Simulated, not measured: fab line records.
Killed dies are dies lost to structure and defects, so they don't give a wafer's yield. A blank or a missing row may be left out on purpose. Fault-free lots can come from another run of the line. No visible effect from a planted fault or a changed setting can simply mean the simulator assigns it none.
A struck lot beside a sound one    flow sky130    15 out of 708 route steps
Sound: wafers L582.1, L582.2, L582.3. Wafers L583.3, L583.4, L583.6 were the ones struck. Last of all comes the cause.
For every step that has rows: the tool of each side, followed by ch and its chambers, followed by its first start. Under that, the readings that differ: sound wafers    struck wafers    difference of the means    sigmas: that difference in standard deviations of wafers without a fault.
alike: words and numbers the same on both sides, and readings whose means are apart by under 2 such deviations; not compared: readings that were withheld, readings missing a value for some wafer, numbers with overlapping values and no deviation given by the record, and bounds like >300 which may hide the same value.
A row with sigmas, a row that says differs or no value, or rows on one side alone: a step with any of these is where the two part. Numbers that have no deviation but don't overlap get no sigmas and don't part them. A reading missing from all wafers of one side parts the sides only when that side holds two or more wafers.

SKY_VIA4_THK_MEAS_01:
  sound on film metro-01 at day 43 04:14; struck on film metro-03 at day 43 14:34
  alike: VIA4_HDPCVD_THK
SKY_VIA4_CMP_02: polishes SiO2.
  sound on cmp-01 ch 0,2,3, day 43 04:21; struck on cmp-01 ch 0,2, day 43 14:40
  alike: motor current A, slurry filter dp kPa
SKY_VIA4_BOW_MEAS_03:
  sound on film metro-01 at day 43 04:36; struck on film metro-04 at day 43 14:57
  alike: VIA4_BOW
then, 7 steps without rows for these wafers: SKY_VIA4_DEHYDRATE_04 (time 60 s); SKY_VIA4_HMDS_05 (prime time 60 s); SKY_VIA4_COAT_06 (resist thk 1140 nm); SKY_VIA4_SOFTBAKE_07 (time 60 s); SKY_VIA4_EXPOSE_08 (exposes mask VIM4, target cd 800 nm); SKY_VIA4_PEB_09; SKY_VIA4_DEVELOP_10 (develop time 60 s).
SKY_VIA4_OVL_MEAS_11:
  sound on overlay-01 at day 44 03:28; struck on overlay-01 at day 44 12:25
  alike: VIA4_OVL
SKY_VIA4_ETCH_12: etches SiO2 in C4F8/O2/Ar, stops on TiN, target depth 580 nm.
  sound on rie diel-02 ch 1,2,3, day 44 03:29; struck on rie diel-03 ch 0,2,3, day 44 12:26
  alike: oes product au
SKY_VIA4_STRIP_13: strips in O2/N2.
  sound on plasma asher-04 ch 0,1, day 44 03:34; struck on plasma asher-03 ch 0,1, day 44 12:33
  no value came back on the struck wafers for any of 5 readings (chamber pressure mTorr (mTorr), drypump motor current A (A) and others); on the sound wafers chamber pressure mTorr (mTorr) reads 1501.2 1500.1 1502.0
reading                                    sound  struck          difference  sigmas
model.NOVOLAK_of_VIA4_COAT_06.thk nm (nm)  0 0 0  1015 1013 1015  +1014       
  not compared: rf hours counter h
then, 1 step without rows for these wafers: SKY_VIA4_STRIP_14 (strips in post etch residue remover, time 1200 s).
-- the record jumps here: 3 days lie between the struck wafers' starts before and after (it left off in module VIA4 and takes up again in module PAD_OPEN, whose first step shown is number 708 of the route) --
SKY_PAD_OPEN_PROBE_99:
  record: rows for the struck wafers here (prober-01, day 47 08:47), none for the sound ones

WHERE THEY PART
At SKY_VIA4_STRIP_13 first; at SKY_PAD_OPEN_PROBE_99 last (within this record only).

WHY: what the simulator had put in
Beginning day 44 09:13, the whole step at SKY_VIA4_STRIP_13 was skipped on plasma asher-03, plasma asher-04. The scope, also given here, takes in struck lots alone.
